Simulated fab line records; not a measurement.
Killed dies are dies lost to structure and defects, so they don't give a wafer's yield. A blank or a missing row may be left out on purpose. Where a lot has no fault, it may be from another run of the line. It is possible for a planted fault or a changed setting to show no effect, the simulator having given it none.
fab line records ; flow sky130
[record] lots = 6; wafers = 18; lastDay = 50
route steps=708 shown PWDE@52 NWELL@56 PAD_OPEN@708
lots with no fault: from the same line, run without faults
startH: hours from the record's first day to the start of the lot's first wafer shown ; waitH: hours elapsed since this lot's preceding step ; " same as the row above ; L1.1+2: several wafers, shown together as one row ; - no value, or no start given ; * or withheld: withheld ; < > ~ a bound
route shown NAME@n: NAME is a module with steps in the file, n the number in the route of the first one ; usual: average and standard deviation across the fault-free wafers ; same: alike in all rows ; chamber/n: place in a boat ; sites: readings site by site ; _std_site: standard deviation of those values ; _edge_site: the outer-site mean with the inner-site mean subtracted ; radiusMm: for every site, how far away it sits from the centre of the wafer ; mask NAME#n: copy n ; behind: the last tool/chamber to shape the wafer ; hold: the reason the lot was held/the length of the hold in hours/how it ended ; device: the transistor (n, p or np) that didn't switch ; end of line: tests of these same wafers at the route's end ; a step given without rows: its recipe and nothing more ; killed: dies that structure and defects cost at the first sort, which is not the same as the wafer's yield ; map: per-die view of a wafer (x killed, . not killed, _ where there is no die)
set.NAME: the setting the step ran with; set.NAME@STEP: the setting that earlier step ran with ; model.NAME: the simulator's own value behind a step, which no gauge read
a table for each step, a row for each wafer; lots at some steps of the route
services: when a tool's chamber went out of use (startH, in hours from the record's first day, below 0 if earlier), for how many hours, and the reason
[[steps]]
[step SKY_PWDE_OVL_MEAS_07]
[usual] PWDE_OVL = -0.5/1.3
lot.wafer;tool;chamber;startH;waitH;PWDE_OVL[nm]
L763.1;overlay-01;-;77.53;-;1.4
L763.2;overlay-01;-;77.53;-;1.6
L763.4;overlay-01;-;77.53;-;1.7
L766.2;overlay-02;-;92.46;-;0.3
L766.4;overlay-02;-;92.46;-;-1.4
L766.5;overlay-02;-;92.46;-;0.8
L772.3;overlay-01;-;123.32;-;0.8
L772.4;overlay-01;-;123.32;-;0.1
L772.5;overlay-01;-;123.32;-;1.5
L777.1;overlay-01;-;154.11;-;0.2
L777.2;overlay-01;-;154.11;-;-0.7
L777.6;overlay-01;-;154.11;-;-0.2
L784.1;overlay-01;-;192.49;-;-1.7
L784.2;overlay-01;-;192.49;-;-1.1
L784.3;overlay-01;-;192.49;-;-1.2
L785.2;overlay-02;-;199.61;-;-0.9
L785.3;overlay-02;-;199.61;-;-2.3
L785.6;overlay-02;-;199.61;-;-2.2
[step SKY_PWDE_IMPLANT_08]
[recipe] species = B; energyKev = 150; doseCm2 = 3.6e+12; tiltDeg = withheld
[step SKY_PWDE_STRIP_09]
[recipe] chemistry = O2/N2; powerW = 1400; pressureMtorr = 1500; platenTempC = withheld; o2FlowSccm = 3000; n2FlowSccm = 300; overashFraction = 0.5
[usual] drypumpMotorCurrentA = 5.9/0.33; oesProductAu = 0.723/0.0042; stripTimeToEndpointS = 36.96/0.1
lot.wafer;tool;chamber;startH;waitH;drypumpMotorCurrentA;oesProductAu;rfHoursCounterH;stripTimeToEndpointS
L763.1;plasmaAsher-04;1;77.72;0.1;6.3;0.723;40;36.86
L763.2;plasmaAsher-04;0;77.72;0.1;5.4;0.727;40;37.01
L763.4;plasmaAsher-04;1;77.72;0.1;6.3;0.720;-;36.94
L766.2;plasmaAsher-02;0;92.64;0.1;6.0;0.720;39;36.85
L766.4;plasmaAsher-02;0;92.64;0.1;5.9;0.727;-;36.98
L766.5;plasmaAsher-02;1;92.64;0.1;6.0;0.725;-;36.93
L772.3;plasmaAsher-04;0;123.53;0.1;5.3;0.726;-;36.87
L772.4;plasmaAsher-04;1;123.53;0.1;6.3;0.723;-;37.09
L772.5;plasmaAsher-04;1;123.53;0.1;6.3;0.716;-;36.83
L777.1;plasmaAsher-02;1;154.29;0.1;6.0;0.729;45;36.92
L777.2;plasmaAsher-02;0;154.29;0.1;6.0;0.721;45;36.99
L777.6;plasmaAsher-02;1;154.29;0.1;6.0;0.714;-;36.99
L784.1;plasmaAsher-02;0;192.68;0.1;6.0;0.728;49;37.00
L784.2;plasmaAsher-02;1;192.68;0.1;6.0;0.714;49;36.90
L784.3;plasmaAsher-02;0;192.68;0.1;6.0;0.728;-;37.08
L785.2;plasmaAsher-01;0;199.79;0.1;6.1;0.719;8;37.01
L785.3;plasmaAsher-01;1;199.79;0.1;5.4;0.724;-;37.00
L785.6;plasmaAsher-01;1;199.79;0.1;5.4;0.732;-;36.82
[step SKY_PWDE_TW_MEAS_10]
[usual] PWDE_TW = 372.3/1.6
lot.wafer;tool;chamber;startH;waitH;PWDE_TW
L763.1;filmMetro-03;-;77.82;0.1;371.1
L763.2;filmMetro-03;-;77.82;0.1;372.7
L763.4;filmMetro-03;-;77.82;0.1;370.4
L766.2;filmMetro-04;-;92.75;0.1;369.8
L766.4;filmMetro-04;-;92.75;0.1;369.6
L766.5;filmMetro-04;-;92.75;0.1;371.6
L772.3;filmMetro-03;-;123.61;0.1;371.2
L772.4;filmMetro-03;-;123.61;0.1;372.3
L772.5;filmMetro-03;-;123.61;0.1;371.8
L777.1;filmMetro-01;-;154.39;0.1;373.1
L777.2;filmMetro-01;-;154.39;0.1;374.0
L777.6;filmMetro-01;-;154.39;0.1;374.2
L784.1;filmMetro-04;-;192.78;0.1;370.1
L784.2;filmMetro-04;-;192.78;0.1;370.9
L784.3;filmMetro-04;-;192.78;0.1;373.5
L785.2;filmMetro-03;-;199.90;0.1;371.1
L785.3;filmMetro-03;-;199.90;0.1;372.3
L785.6;filmMetro-03;-;199.90;0.1;371.9
[step SKY_NWELL_DEHYDRATE_03]
[recipe] tempC = 200; timeS = 60
[step SKY_NWELL_HMDS_04]
[recipe] primeTimeS = 60; primeTempC = 120
[step SKY_NWELL_COAT_05]
[recipe] spinRpm = 2026; resistThkNm = 3000
[step SKY_NWELL_SOFTBAKE_06]
[recipe] tempC = 110; timeS = withheld
[step SKY_NWELL_EXPOSE_07]
[recipe] maskId = NWM; na = 0.6; sourceShape = conventional; sigmaOuter = 0.6; polarization = unpolarized; targetCdNm = 840; doseMj = 255
[step SKY_NWELL_PEB_08]
[recipe] tempC = 115; timeS = withheld
[step SKY_NWELL_DEVELOP_09]
[recipe] wallAngleDeg = 90; developer = TMAH; developTimeS = 60; devTempC = 23
[step SKY_NWELL_OVL_MEAS_10]
[usual] NWELL_00_OVL = -0.2/1.4
lot.wafer;tool;chamber;startH;waitH;NWELL_00_OVL[nm]
L763.1;overlay-02;-;95.07;-;0.6
L763.2;overlay-02;-;95.07;-;1.3
L763.4;overlay-02;-;95.07;-;-0.3
L766.2;overlay-01;-;109.95;-;0.0
L766.4;overlay-01;-;109.95;-;-0.2
L766.5;overlay-01;-;109.95;-;0.1
L772.3;overlay-01;-;143.32;-;1.5
L772.4;overlay-01;-;143.32;-;-0.7
L772.5;overlay-01;-;143.32;-;0.3
L777.1;overlay-01;-;174.82;-;1.1
L777.2;overlay-01;-;174.82;-;0.0
L777.6;overlay-01;-;174.82;-;-0.4
L784.1;overlay-01;-;215.12;-;-1.0
L784.2;overlay-01;-;215.12;-;-0.9
L784.3;overlay-01;-;215.12;-;0.0
L785.2;overlay-01;-;222.96;-;-0.7
L785.3;overlay-01;-;222.96;-;0.3
L785.6;overlay-01;-;222.96;-;1.2
[step SKY_NWELL_IMPLANT_11]
[recipe] species = P; energyKev = 400; doseCm2 = 1.9e+13; tiltDeg = withheld
[usual] doseIonsCm2 = 1.9e+13/2.3e+10; faradayCurrentUA = 107.2/2.1
lot.wafer;tool;chamber;startH;waitH;doseIonsCm2;faradayCurrentUA
L763.1;implanter-03;0;95.11;0.0;1.9e+13;108.4
L763.2;implanter-03;0;95.11;0.0;1.8974e+13;108.9
L763.4;implanter-03;0;95.11;0.0;1.8963e+13;106.8
L766.2;implanter-02;0;110.00;0.0;1.9019e+13;108.2
L766.4;implanter-02;0;110.00;0.0;1.899e+13;105.2
L766.5;implanter-02;0;110.00;0.0;1.9046e+13;105.3
L772.3;implanter-02;0;143.39;0.1;2.0404e+13;117.2
L772.4;implanter-02;0;143.39;0.1;2.0396e+13;114.5
L772.5;implanter-02;0;143.39;0.1;2.041e+13;117.1
L777.1;implanter-02;0;174.86;0.0;2.0374e+13;117.0
L777.2;implanter-02;0;174.86;0.0;2.0387e+13;117.6
L777.6;implanter-02;0;174.86;0.0;2.0391e+13;111.4
L784.1;implanter-04;0;215.16;0.0;1.9039e+13;104.6
L784.2;implanter-04;0;215.16;0.0;1.9008e+13;110.1
L784.3;implanter-04;0;215.16;0.0;1.9036e+13;107.2
L785.2;implanter-03;0;223.02;0.0;1.8963e+13;104.6
L785.3;implanter-03;0;223.02;0.0;1.9009e+13;111.4
L785.6;implanter-03;0;223.02;0.0;1.8991e+13;106.3
[step SKY_NWELL_IMPLANT_12]
[recipe] species = P; energyKev = 120; doseCm2 = 1.3e+12; tiltDeg = withheld
[step SKY_NWELL_IMPLANT_13]
[recipe] species = P; energyKev = 50; doseCm2 = 7e+11; tiltDeg = withheld
[step SKY_NWELL_STRIP_14]
[recipe] chemistry = O2/N2; powerW = 1400; pressureMtorr = 1500; platenTempC = withheld; o2FlowSccm = 3000; n2FlowSccm = 300; overashFraction = 0.5
[usual] drypumpMotorCurrentA = 5.96/0.28; oesProductAu = 0.722/0.0043; stripTimeToEndpointS = 36.73/0.095
lot.wafer;tool;chamber;startH;waitH;drypumpMotorCurrentA;oesProductAu;rfHoursCounterH;stripTimeToEndpointS
L763.1;plasmaAsher-03;1;95.56;0.1;5.77;0.724;25;36.85
L763.2;plasmaAsher-03;0;95.56;0.1;6.33;0.720;25;36.79
L763.4;plasmaAsher-03;1;95.56;0.1;5.75;0.718;-;36.68
L766.2;plasmaAsher-02;0;110.43;0.1;5.93;0.721;40;36.71
L766.4;plasmaAsher-02;1;110.43;0.1;6.01;0.724;-;36.66
L766.5;plasmaAsher-02;0;110.43;0.1;5.95;0.725;-;36.67
L772.3;plasmaAsher-01;1;143.83;0.1;5.41;0.729;-;36.62
L772.4;plasmaAsher-01;0;143.83;0.1;6.09;0.715;-;36.61
L772.5;plasmaAsher-01;0;143.83;0.1;6.10;0.720;-;36.72
L777.1;plasmaAsher-03;0;175.31;0.1;6.32;0.718;32;36.80
L777.2;plasmaAsher-03;1;175.31;0.1;5.75;0.721;32;36.80
L777.6;plasmaAsher-03;0;175.31;0.1;6.34;0.722;-;36.68
L784.1;plasmaAsher-02;0;215.61;0.1;5.99;0.724;51;36.59
L784.2;plasmaAsher-02;1;215.61;0.1;6.01;0.724;51;36.68
L784.3;plasmaAsher-02;1;215.61;0.1;6.02;0.726;-;36.62
L785.2;plasmaAsher-03;0;223.44;0.1;6.32;0.726;37;36.73
L785.3;plasmaAsher-03;1;223.44;0.1;5.79;0.728;-;36.67
L785.6;plasmaAsher-03;1;223.44;0.1;5.79;0.726;-;36.50
[step SKY_NWELL_TW_MEAS_15]
[usual] NWELL_TW = 1814/8.7
lot.wafer;tool;chamber;startH;waitH;hold;NWELL_TW
L763.1;filmMetro-03;-;95.66;0.1;-;1802
L763.2;filmMetro-03;-;95.66;0.1;-;1798
L763.4;filmMetro-03;-;95.66;0.1;-;1808
L766.2;filmMetro-01;-;110.54;0.1;-;1819
L766.4;filmMetro-01;-;110.54;0.1;-;1815
L766.5;filmMetro-01;-;110.54;0.1;-;1826
L772.3;filmMetro-01;-;143.91;0.1;awaitDispo/0.2h/release;1865
L772.4;filmMetro-01;-;143.91;0.1;awaitDispo/0.2h/release;1858
L772.5;filmMetro-01;-;143.91;0.1;awaitDispo/0.2h/release;1863
L772.3;filmMetro-01;-;144.14;0.2;-;1852
L772.4;filmMetro-01;-;144.14;0.2;-;1845
L772.5;filmMetro-01;-;144.14;0.2;-;1845
L777.1;filmMetro-01;-;175.41;0.1;awaitDispo/0.2h/release;1858
L777.2;filmMetro-01;-;175.41;0.1;awaitDispo/0.2h/release;1858
L777.6;filmMetro-01;-;175.41;0.1;awaitDispo/0.2h/release;1862
L777.1;filmMetro-01;-;175.64;0.2;-;1864
L777.2;filmMetro-01;-;175.64;0.2;-;1855
L777.6;filmMetro-01;-;175.64;0.2;-;1849
L784.1;filmMetro-04;-;215.71;0.1;-;1800
L784.2;filmMetro-04;-;215.71;0.1;-;1797
L784.3;filmMetro-04;-;215.71;0.1;-;1810
L785.2;filmMetro-04;-;223.55;0.1;-;1826
L785.3;filmMetro-04;-;223.55;0.1;-;1824
L785.6;filmMetro-04;-;223.55;0.1;-;1815
[step SKY_NWELL_HMDS_17]
[recipe] primeTimeS = 60; primeTempC = 120
[step SKY_NWELL_COAT_18]
[recipe] spinRpm = 2000; resistThkNm = 3000
[step SKY_NWELL_SOFTBAKE_19]
[recipe] tempC = 110; timeS = withheld
[step SKY_NWELL_EXPOSE_20]
[recipe] maskId = NWM_COMPLEMENT; na = 0.6; sourceShape = conventional; sigmaOuter = 0.6; polarization = unpolarized; targetCdNm = 840; doseMj = 260
[step SKY_NWELL_PEB_21]
[recipe] tempC = 115; timeS = withheld
[step SKY_NWELL_DEVELOP_22]
[recipe] wallAngleDeg = 90; developer = TMAH; developTimeS = 60; devTempC = 23
[step SKY_NWELL_OVL_MEAS_23]
[usual] NWELL_01_OVL = -0.8/1.4
lot.wafer;tool;chamber;startH;waitH;NWELL_01_OVL[nm]
L763.1;overlay-02;-;112.94;-;1.6
L763.2;overlay-02;-;112.94;-;-1.8
L763.4;overlay-02;-;112.94;-;-0.7
L766.2;overlay-02;-;128.60;-;-0.6
L766.4;overlay-02;-;128.60;-;-1.2
L766.5;overlay-02;-;128.60;-;-2.4
L772.3;overlay-02;-;164.20;-;-0.8
L772.4;overlay-02;-;164.20;-;1.0
L772.5;overlay-02;-;164.20;-;-0.9
L777.1;overlay-01;-;196.09;-;0.8
L777.2;overlay-01;-;196.09;-;-1.4
L777.6;overlay-01;-;196.09;-;-1.2
L784.1;overlay-01;-;238.39;-;0.8
L784.2;overlay-01;-;238.39;-;-1.1
L784.3;overlay-01;-;238.39;-;-0.6
L785.2;overlay-02;-;245.81;-;-0.5
L785.3;overlay-02;-;245.81;-;0.5
L785.6;overlay-02;-;245.81;-;0.7
[step SKY_NWELL_IMPLANT_24]
[recipe] species = B; energyKev = 140; doseCm2 = 9.2e+12; tiltDeg = withheld
[step SKY_NWELL_STRIP_25]
[recipe] chemistry = O2/N2; powerW = 1400; pressureMtorr = 1500; platenTempC = withheld; o2FlowSccm = 3000; n2FlowSccm = 300; overashFraction = 0.5
[usual] drypumpMotorCurrentA = 5.91/0.29; oesProductAu = 0.722/0.0045; stripTimeToEndpointS = 36.92/0.11
lot.wafer;tool;chamber;startH;waitH;drypumpMotorCurrentA;oesProductAu;rfHoursCounterH;stripTimeToEndpointS
L763.1;plasmaAsher-02;1;113.13;0.1;6.02;0.719;41;36.91
L763.2;plasmaAsher-02;0;113.13;0.1;5.93;0.719;41;36.93
L763.4;plasmaAsher-02;1;113.13;0.1;6.01;0.723;-;36.92
L766.2;plasmaAsher-03;0;128.78;0.1;6.32;0.720;28;36.91
L766.4;plasmaAsher-03;1;128.78;0.1;5.78;0.729;-;36.92
L766.5;plasmaAsher-03;1;128.78;0.1;5.75;0.725;-;36.91
L772.3;plasmaAsher-01;0;164.41;0.1;6.13;0.726;-;36.82
L772.4;plasmaAsher-01;1;164.41;0.1;5.42;0.725;-;36.84
L772.5;plasmaAsher-01;1;164.41;0.1;5.43;0.722;-;36.96
L777.1;plasmaAsher-01;0;196.28;0.1;6.10;0.723;8;37.10
L777.2;plasmaAsher-01;1;196.28;0.1;5.45;0.724;8;36.94
L777.6;plasmaAsher-01;1;196.28;0.1;5.47;0.723;-;37.07
L784.1;plasmaAsher-02;1;238.58;0.1;6.00;0.722;53;36.81
L784.2;plasmaAsher-02;0;238.58;0.1;5.93;0.727;53;36.81
L784.3;plasmaAsher-02;1;238.58;0.1;6.00;0.722;-;36.93
L785.2;plasmaAsher-02;1;245.99;0.1;6.00;0.724;54;36.80
L785.3;plasmaAsher-02;1;245.99;0.1;6.01;0.717;-;36.80
L785.6;plasmaAsher-02;1;245.99;0.1;6.00;0.727;-;36.85
[step SKY_NWELL_TW_MEAS_26]
[usual] NWELL_2_TW = 494.3/2.7
lot.wafer;tool;chamber;startH;waitH;NWELL_2_TW
L763.1;filmMetro-01;-;113.23;0.1;497.7
L763.2;filmMetro-01;-;113.23;0.1;497.8
L763.4;filmMetro-01;-;113.23;0.1;496.9
L766.2;filmMetro-04;-;128.89;0.1;494.2
L766.4;filmMetro-04;-;128.89;0.1;492.7
L766.5;filmMetro-04;-;128.89;0.1;494.7
L772.3;filmMetro-03;-;164.50;0.1;491.8
L772.4;filmMetro-03;-;164.50;0.1;488.8
L772.5;filmMetro-03;-;164.50;0.1;491.4
L777.1;filmMetro-03;-;196.38;0.1;493.6
L777.2;filmMetro-03;-;196.38;0.1;493.7
L777.6;filmMetro-03;-;196.38;0.1;495.0
L784.1;filmMetro-01;-;238.68;0.1;497.6
L784.2;filmMetro-01;-;238.68;0.1;497.2
L784.3;filmMetro-01;-;238.68;0.1;497.5
L785.2;filmMetro-04;-;246.10;0.1;489.7
L785.3;filmMetro-04;-;246.10;0.1;491.7
L785.6;filmMetro-04;-;246.10;0.1;489.9
[step SKY_NWELL_CLEAN_27]
[recipe] chemistry = SC1/SC2; mix = 1:4:20; tempC = 70; timeS = 150; dry = n2Spin
[step SKY_NWELL_RTA_28]
[recipe] tempC = 1050; timeS = 30; idleTempC = 650; rampUpCPerS = 150; rampDownCPerS = 90; ambient = N2
[usual] lampPowerPct = 25.31/0.055; wafer_temp_C_max = 1054.8/0.93
lot.wafer;tool;chamber;startH;waitH;lampPowerPct;wafer_temp_C_max
L763.1;rtpAnneal-01;0;113.34;0.0;25.37;1056.1
L763.2;rtpAnneal-01;0;113.34;0.0;25.35;1054.3
L763.4;rtpAnneal-01;0;113.34;0.0;25.32;1053.2
L766.2;rtpAnneal-02;0;129.00;0.0;25.36;1054.1
L766.4;rtpAnneal-02;0;129.00;0.0;25.36;1053.8
L766.5;rtpAnneal-02;0;129.00;0.0;25.23;1053.2
L772.3;rtpAnneal-02;0;164.63;0.0;25.27;1053.9
L772.4;rtpAnneal-02;0;164.63;0.0;25.21;1054.6
L772.5;rtpAnneal-02;0;164.63;0.0;25.34;1054.0
L777.1;rtpAnneal-02;0;196.49;0.0;25.37;1054.4
L777.2;rtpAnneal-02;0;196.49;0.0;25.34;1054.9
L777.6;rtpAnneal-02;0;196.49;0.0;25.34;1053.6
L784.1;rtpAnneal-01;0;238.79;0.0;25.28;1056.0
L784.2;rtpAnneal-01;0;238.79;0.0;25.31;1056.4
L784.3;rtpAnneal-01;0;238.79;0.0;25.33;1054.7
L785.2;rtpAnneal-02;0;246.23;0.0;25.31;1054.8
L785.3;rtpAnneal-02;0;246.23;0.0;25.29;1055.9
L785.6;rtpAnneal-02;0;246.23;0.0;25.24;1054.9
[step SKY_NWELL_RS_MEAS_29]
[recipe] thkMeasGauge = four-point-probe
[usual] NWELL_RS = 624.5/1.7
lot.wafer;tool;chamber;startH;waitH;hold;NWELL_RS[ohm/sq]
L763.1;filmMetro-04;-;113.44;0.1;-;625.0
L763.2;filmMetro-04;-;113.44;0.1;-;627.4
L763.4;filmMetro-04;-;113.44;0.1;-;626.9
L766.2;filmMetro-01;-;129.11;0.1;-;625.2
L766.4;filmMetro-01;-;129.11;0.1;-;628.5
L766.5;filmMetro-01;-;129.11;0.1;-;625.8
L772.3;filmMetro-01;-;164.73;0.1;awaitDispo/0.2h/release;599.4
L772.4;filmMetro-01;-;164.73;0.1;awaitDispo/0.2h/release;601.5
L772.5;filmMetro-01;-;164.73;0.1;awaitDispo/0.2h/release;600.2
L772.3;filmMetro-01;-;165.09;0.3;-;599.5
L772.4;filmMetro-01;-;165.09;0.3;-;600.7
L772.5;filmMetro-01;-;165.09;0.3;-;601.7
L777.1;filmMetro-01;-;196.59;0.1;awaitDispo/0.2h/release;601.5
L777.2;filmMetro-01;-;196.59;0.1;awaitDispo/0.2h/release;600.1
L777.6;filmMetro-01;-;196.59;0.1;awaitDispo/0.2h/release;600.0
L777.1;filmMetro-01;-;196.95;0.3;-;600.2
L777.2;filmMetro-01;-;196.95;0.3;-;601.0
L777.6;filmMetro-01;-;196.95;0.3;-;600.7
L784.1;filmMetro-03;-;238.89;0.1;-;627.6
L784.2;filmMetro-03;-;238.89;0.1;-;623.8
L784.3;filmMetro-03;-;238.89;0.1;-;625.2
L785.2;filmMetro-01;-;246.33;0.1;-;625.7
L785.3;filmMetro-01;-;246.33;0.1;-;627.3
L785.6;filmMetro-01;-;246.33;0.1;-;626.9
[step SKY_PAD_OPEN_PROBE_99]
[usual] killed_at_M0_to_M3 = 43/6.6; killed_at_M4_up = 3.4/1.8; killedAtContacts = 24/4.9; killedAtFrontEnd = 15/4.1; killedAtOther = 0.3/0.55; killedDies = 85/8.8; killedOpen = 46/6.1; killedShort = 39/5.7
[same] grossDies = 492; killedAtBackSide = 0
lot.wafer;tool;chamber;startH;waitH;killed_at_M0_to_M3;killed_at_M4_up;killedAtContacts;killedAtFrontEnd;killedAtOther;killedDies;killedOpen;killedShort;model.etest.nfet_16v.rOnOhmUm
L763.1;prober-01;-;1093.30;0.1;52;7;28;14;0;101;57;44;1.414e+04
L763.2;prober-01;-;1093.35;0.1;35;3;33;17;1;89;47;41;1.406e+04
L763.4;prober-01;-;1093.45;0.2;45;5;31;12;0;93;41;52;1.409e+04
L766.2;prober-02;-;1102.06;0.1;42;5;28;16;0;91;52;39;1.41e+04
L766.4;prober-02;-;1102.16;0.2;44;1;23;12;0;80;49;31;1.424e+04
L766.5;prober-02;-;1102.21;0.2;46;3;19;16;1;85;46;39;1.408e+04
L772.3;prober-02;-;1139.37;0.2;40;4;28;13;1;86;48;38;1.38e+04
L772.4;prober-02;-;1139.42;0.2;46;4;23;18;0;91;50;41;1.386e+04
L772.5;prober-02;-;1139.47;0.2;49;3;35;12;0;99;52;47;1.374e+04
L777.1;prober-01;-;1161.23;0.1;46;0;21;17;0;84;52;32;1.352e+04
L777.2;prober-01;-;1161.28;0.1;48;3;25;8;0;84;45;39;1.369e+04
L777.6;prober-01;-;1161.48;0.2;43;5;25;14;0;87;45;42;1.354e+04
L784.1;prober-02;-;1198.16;0.1;41;8;21;9;0;79;43;35;1.424e+04
L784.2;prober-02;-;1198.21;0.1;47;5;30;14;0;96;48;48;1.399e+04
L784.3;prober-02;-;1198.26;0.2;58;2;18;18;0;96;55;40;1.41e+04
L785.2;prober-01;-;1199.71;0.1;37;3;26;24;0;90;47;43;1.412e+04
L785.3;prober-01;-;1199.76;0.2;39;3;28;16;1;87;46;41;1.394e+04
L785.6;prober-01;-;1199.91;0.2;39;1;32;10;0;82;38;44;1.404e+04
// killed by level:class
L763.1 CONTACT:geometricParticle:open=16 METAL2:geometricParticle:short=12 VIA1:geometricParticle:open=9 VIA2:geometricParticle:open=8 VIA1:geometricParticle:short=7 VIA3:geometricParticle:open=7 LI_CONTACT:geometricParticle:open=6 FIELD_ISO:geometricParticle:short=4
L763.2 VIA1:geometricParticle:open=10 CONTACT:geometricParticle:open=9 LI_CONTACT:geometricParticle:open=7 LOCAL_INTERCONNECT:geometricParticle:short=6 CONTACT:geometricParticle:short=5 VIA3:geometricParticle:open=5 FIELD_ISO:geometricParticle:short=4 LI_CONTACT:geometricParticle:short=4
L763.4 CONTACT:geometricParticle:open=10 METAL1:geometricParticle:short=7 VIA2:geometricParticle:short=7 LI_CONTACT:geometricParticle:short=6 LI_CONTACT:geometricParticle:open=6 CONTACT:geometricParticle:short=6 VIA1:geometricParticle:open=6 POLY_GATE:geometricParticle:short=5
L766.2 VIA1:geometricParticle:open=12 LI_CONTACT:geometricParticle:open=9 CONTACT:geometricParticle:open=8 VIA1:geometricParticle:short=6 CONTACT:geometricParticle:short=6 VIA2:geometricParticle:open=6 FIELD_ISO:geometricParticle:short=5 POLY_GATE:geometricParticle:open=4
L766.4 LI_CONTACT:geometricParticle:open=10 CONTACT:geometricParticle:open=8 VIA1:geometricParticle:open=8 VIA2:geometricParticle:open=7 METAL1:geometricParticle:short=5 METAL2:geometricParticle:short=5 VIA1:geometricParticle:short=5 FIELD_ISO:geometricParticle:open=3
L766.5 VIA2:geometricParticle:open=12 VIA1:geometricParticle:open=10 METAL2:geometricParticle:short=7 CONTACT:geometricParticle:open=6 POLY_GATE:geometricParticle:open=4 VIA2:geometricParticle:short=4 LI_CONTACT:geometricParticle:open=4 LOCAL_INTERCONNECT:geometricParticle:short=4
L772.3 LI_CONTACT:geometricParticle:open=13 CONTACT:geometricParticle:open=7 VIA2:geometricParticle:open=7 VIA1:geometricParticle:short=7 VIA3:geometricParticle:open=6 LI_CONTACT:geometricParticle:short=5 POLY_GATE:geometricParticle:open=4 VIA1:geometricParticle:open=4
L772.4 LI_CONTACT:geometricParticle:open=11 VIA1:geometricParticle:open=11 VIA2:geometricParticle:open=7 VIA2:geometricParticle:short=6 FIELD_ISO:geometricParticle:short=5 FIELD_ISO:geometricParticle:open=5 CONTACT:geometricParticle:short=5 METAL2:geometricParticle:short=5
L772.5 CONTACT:geometricParticle:open=11 VIA1:geometricParticle:short=8 VIA2:geometricParticle:open=8 VIA3:geometricParticle:open=7 LI_CONTACT:geometricParticle:short=7 VIA1:geometricParticle:open=6 LI_CONTACT:geometricParticle:open=6 CONTACT:geometricParticle:short=5
L777.1 CONTACT:geometricParticle:open=12 VIA2:geometricParticle:open=11 VIA1:geometricParticle:open=8 METAL1:geometricParticle:short=6 FIELD_ISO:geometricParticle:open=5 POLY_GATE:geometricParticle:open=5 LOCAL_INTERCONNECT:geometricParticle:short=4 VIA2:geometricParticle:short=4
L777.2 LI_CONTACT:geometricParticle:open=11 METAL1:geometricParticle:short=7 VIA1:geometricParticle:short=7 VIA1:geometricParticle:open=7 CONTACT:geometricParticle:open=6 METAL2:geometricParticle:short=6 VIA3:geometricParticle:open=6 VIA2:geometricParticle:open=5
L777.6 VIA1:geometricParticle:open=11 CONTACT:geometricParticle:open=8 VIA2:geometricParticle:open=7 CONTACT:geometricParticle:short=6 METAL1:geometricParticle:short=6 METAL2:geometricParticle:short=6 POLY_GATE:geometricParticle:open=5 LOCAL_INTERCONNECT:geometricParticle:short=5
L784.1 VIA1:geometricParticle:open=9 VIA3:geometricParticle:open=9 CONTACT:geometricParticle:open=8 METAL4:geometricParticle:short=7 LOCAL_INTERCONNECT:geometricParticle:short=6 METAL2:geometricParticle:short=6 VIA2:geometricParticle:open=5 SPACER:geometricParticle:open=4
L784.2 CONTACT:geometricParticle:short=12 VIA1:geometricParticle:open=11 CONTACT:geometricParticle:open=8 METAL2:geometricParticle:short=7 VIA3:geometricParticle:open=7 LI_CONTACT:geometricParticle:open=6 VIA2:geometricParticle:open=6 VIA1:geometricParticle:short=5
L784.3 VIA1:geometricParticle:open=14 FIELD_ISO:geometricParticle:short=9 VIA2:geometricParticle:open=9 VIA3:geometricParticle:open=8 CONTACT:geometricParticle:open=6 METAL3:geometricParticle:short=6 LI_CONTACT:geometricParticle:open=5 FIELD_ISO:geometricParticle:open=4
L785.2 CONTACT:geometricParticle:open=9 VIA3:geometricParticle:open=7 VIA1:geometricParticle:open=7 FIELD_ISO:geometricParticle:short=6 POLY_GATE:geometricParticle:short=6 VIA2:geometricParticle:open=6 FIELD_ISO:geometricParticle:open=5 POLY_GATE:geometricParticle:open=5
L785.3 VIA2:geometricParticle:open=12 LI_CONTACT:geometricParticle:open=10 VIA1:geometricParticle:open=7 FIELD_ISO:geometricParticle:short=6 LOCAL_INTERCONNECT:geometricParticle:short=6 METAL1:geometricParticle:short=5 CONTACT:geometricParticle:open=5 VIA1:geometricParticle:short=5
L785.6 CONTACT:geometricParticle:open=8 VIA1:geometricParticle:open=7 LI_CONTACT:geometricParticle:short=6 LOCAL_INTERCONNECT:geometricParticle:short=6 CONTACT:geometricParticle:short=6 METAL1:geometricParticle:short=6 LI_CONTACT:geometricParticle:open=5 METAL2:geometricParticle:short=5
[[services]]
tool;chamber;startH;hours;kind
implanter-04;-;58.13;2.6;pm
implanter-02;-;63.80;2.4;repair
plasmaAsher-03;-;69.39;4.0;repair
implanter-02;-;94.93;1.2;repair
plasmaAsher-01;-;108.75;9.0;pm
plasmaAsher-01;0;108.75;9.0;ventCycle
plasmaAsher-01;1;108.75;9.0;ventCycle
implanter-03;-;112.31;1.0;repair
plasmaAsher-01;0;117.75;-;clean
plasmaAsher-01;1;117.75;-;clean
plasmaAsher-04;-;132.59;1.7;repair
implanter-03;-;137.06;8.1;repair
rtpAnneal-01;-;138.34;3.9;pm
plasmaAsher-03;-;143.47;2.8;pm
implanter-02;-;152.66;5.6;repair
implanter-04;-;167.36;1.0;repair
implanter-03;-;239.62;1.5;repair
[[key]]
[firstSign] step = SKY_NWELL_IMPLANT_11; reading = doseIonsCm2; direction = up; sigmas = 61; usual = *; struck = *
[effect] step = SKY_NWELL_IMPLANT_11; reading = faradayCurrentUA; direction = up; sigmas = 4.1; usual = 107.2; struck = 115.8
[effect] step = SKY_NWELL_TW_MEAS_15; reading = visit; direction = added
[effect] step = SKY_NWELL_TW_MEAS_15; reading = NWELL_TW; direction = up; sigmas = 5.4; usual = 1814; struck = 1861
[effect] step = SKY_NWELL_RS_MEAS_29; reading = visit; direction = added
[effect] step = SKY_NWELL_RS_MEAS_29; reading = NWELL_RS; direction = down; sigmas = 14; usual = 624.5; struck = 600.5
[modelEffect] step = SKY_PAD_OPEN_PROBE_99; value = etest.nfet_16v.rOnOhmUm; without = 1.398e+04; struck = 1.369e+04
metAt SKY_NWELL_IMPLANT_11
struckWafers L772.3,L772.4,L772.5,L777.1,L777.2,L777.6
testerLeftOut L772,L777
onsetBetween 110.00 143.39
[fault] kind = processParameterDrift; tool = implanter-02; chamber = -; onsetH = 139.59; steps = SKY_NWELL_IMPLANT_11; channel = doseCm2; offset = *; shape = step; endH = 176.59; actsIn = *; stated = *
// testerLeftOut: of these lots the tester's yield and bins aren't shown, on N5 and GAA mostly nor the transistor test; their killed dies are dies lost to structure and defects alone, not to doping, threshold or leakage, so they don't give the yield
